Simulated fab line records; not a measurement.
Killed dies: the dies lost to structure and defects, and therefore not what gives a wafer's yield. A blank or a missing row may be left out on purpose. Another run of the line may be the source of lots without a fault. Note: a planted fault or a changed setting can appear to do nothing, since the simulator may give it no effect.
Chamber matching ; flow gf180mcu ; GF_V2_CMP_26 on cmp-02 has 4 sister chambers
The step polishes, stops on SiO2, t overpolish 15 s, target thk 0 nm. 4 wafers are shown with their chamber, then 8 later ones without.

== EACH WAFER AND ITS CHAMBER ==
wafer;chamber;motor current A (A)
L982.1;0;10.1
L982.4;3;11.1
L982.6;1;13.0
L986.4;2;10.4

== WAFERS WITHOUT THEIR CHAMBER ==
wafer;motor current A (A)
L986.5;9.9
L986.6;12.8
L988.2;12.8
L988.5;10.1
L988.6;13.8
L997.2;10.9
L997.3;13.4
L997.5;9.8

== THE CHAMBER EACH PASSED THROUGH ==
wafer;from the rows above;in truth
L986.5;can't be placed: 0 or 2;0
L986.6;1;1
L988.2;1;1
L988.5;can't be placed: 0 or 2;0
L988.6;1;1
L997.2;can't be placed: 3 or 2 or 0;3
L997.3;1;1
L997.5;can't be placed: 0 or 2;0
Correctly placed: 4 of 8. These rows do not allow placing 4 (true chamber among the candidates in 4). Placed wrongly: 0.
How it was worked out, from the rows above alone: a wafer's distance from a chamber is the root of the sum, over the readings, of the square of ((its reading less the chamber's mean) divided by the reading's scatter). If the next closest chamber is less than 2 further off than the closest, the wafer can't be placed; otherwise it belongs to the closest. A chamber's mean is the mean of its shown wafers. The scatter: root of mean squared gap, hidden wafer to nearest shown wafer, with one shown wafer a chamber.
